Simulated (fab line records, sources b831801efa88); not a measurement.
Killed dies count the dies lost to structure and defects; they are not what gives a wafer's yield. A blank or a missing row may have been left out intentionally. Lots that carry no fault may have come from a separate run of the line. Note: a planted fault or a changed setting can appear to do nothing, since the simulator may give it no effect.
Which tool was responsible?	flow sky130	30 wafers from 10 lots sampled at 3 of the route's 708 steps

== WHAT THE GAUGES READ, wafer by wafer ==
SKY_METAL2_RS_MEAS_05: measures by four-point-probe.
lot	measured	on	METAL2_ALCU_RS (ohm/sq)
L977	day 33 14:07	film-metro-01	0.1261 0.1244 0.1255
L978	day 34 04:13	film-metro-04	0.1268 0.1263 0.1276
L988	day 37 10:01	film-metro-04	0.1274 0.0957 0.1265
L989	day 37 14:49	film-metro-01	0.1264 0.1278 0.1259
L992	day 39 00:25	film-metro-03	0.1268 0.1262 0.1273
L993	day 39 06:20	film-metro-04	0.1265 0.1270 0.1272
L994	day 39 06:59	film-metro-03	0.1261 0.1271 0.1269
L998	day 40 04:52	film-metro-04	0.1265 0.1276 0.1263
L999	day 40 14:49	film-metro-03	0.1261 0.1274 0.1262
L100	day 40 23:59	film-metro-03	0.1281 0.1295 0.1287

SKY_METAL2_THK_MEAS_06: measures by xrf.
lot	measured	on	METAL2_ALCU_THK (nm)
L977	day 33 14:14	film-metro-01	248.9 253.4 250.0
L978	day 34 04:20	film-metro-04	247.4 248.5 246.8
L988	day 37 10:08	film-metro-04	243.2 322.6 245.6
L989	day 37 14:55	film-metro-01	246.6 249.4 248.4
L992	day 39 00:32	film-metro-03	248.3 246.9 247.6
L993	day 39 06:26	film-metro-04	246.2 244.3 246.3
L994	day 39 07:05	film-metro-03	246.4 247.2 244.4
L998	day 40 04:59	film-metro-04	246.0 243.8 245.8
L999	day 40 14:55	film-metro-03	247.7 245.6 248.1
L100	day 41 00:05	film-metro-03	246.6 242.1 243.3

== EACH LOT AND THE TOOL THAT RAN IT (in order: tool; ch and the chambers of the sampled wafers; start) ==
lot	SKY_METAL2_SPUTTER_02
L977	pvd-sputter-03, day 33 14:01
L978	pvd-sputter-03, day 34 04:07
L988	pvd-sputter-03, day 37 09:56
L989	pvd-sputter-04, day 37 14:40
L992	pvd-sputter-02, day 39 00:18
L993	pvd-sputter-04, day 39 06:13
L994	pvd-sputter-02, day 39 06:52
L998	pvd-sputter-02, day 40 04:47
L999	pvd-sputter-02, day 40 14:42
L100	pvd-sputter-03, day 40 23:52
- SKY_METAL2_SPUTTER_02: material AlCu, target thk 250 nm, time 13.3 s.

== WHAT THE TOOLS THEMSELVES READ (means of the sampled wafers that have a number; where no wafer has one, the mark that the record gives instead) ==
SKY_METAL2_SPUTTER_02.
lot	tool	throttle-valve-pct (%)
L977	pvd-sputter-03	30.3
L978	pvd-sputter-03	30.6
L988	pvd-sputter-03	30.7
L989	pvd-sputter-04	31.2
L992	pvd-sputter-02	29.9
L993	pvd-sputter-04	29.4
L994	pvd-sputter-02	29.3
L998	pvd-sputter-02	30.3
L999	pvd-sputter-02	29.8
L100	pvd-sputter-03	31.1

== THE ANSWER, worked out from the rows above alone ==
Rule: the usual values come from the lots themselves. The widest of any qualifying gaps counts: lots, ordered by their means at a reading, are off when they make up no more than a third of the lots, leave a main group of 4 or more, and stand apart from it by 3 or more times the standard deviation of that group's means. A main group whose means are all the same, to the digits that the tables above print for the reading, isn't used. Also off: a lot with no number at a reading for which 4 or more lots have one. Where the step has rows for the other lots, those lots are counted as sound. The gauges are gone through in route order, then the tools' own readings, and for those a lot's mean is taken as printed above. At the first step where some lot is off, the reading lying furthest off is the one used; lots without a number count as furthest.
Off: at SKY_METAL2_RS_MEAS_05 (METAL2_ALCU_RS), L988. The main group has a mean of 0.1268 ohm/sq with a standard deviation of 0.00082.
If a tool, at a process step before that reading, ran all the lots that are off and no sound lot after the first of them, it fits. Gauges at SKY_METAL2_RS_MEAS_05: tried the same way as those tools. Not one of the candidates tried fits.

== WHAT HAD BEEN PUT IN BY THE SIMULATOR ==
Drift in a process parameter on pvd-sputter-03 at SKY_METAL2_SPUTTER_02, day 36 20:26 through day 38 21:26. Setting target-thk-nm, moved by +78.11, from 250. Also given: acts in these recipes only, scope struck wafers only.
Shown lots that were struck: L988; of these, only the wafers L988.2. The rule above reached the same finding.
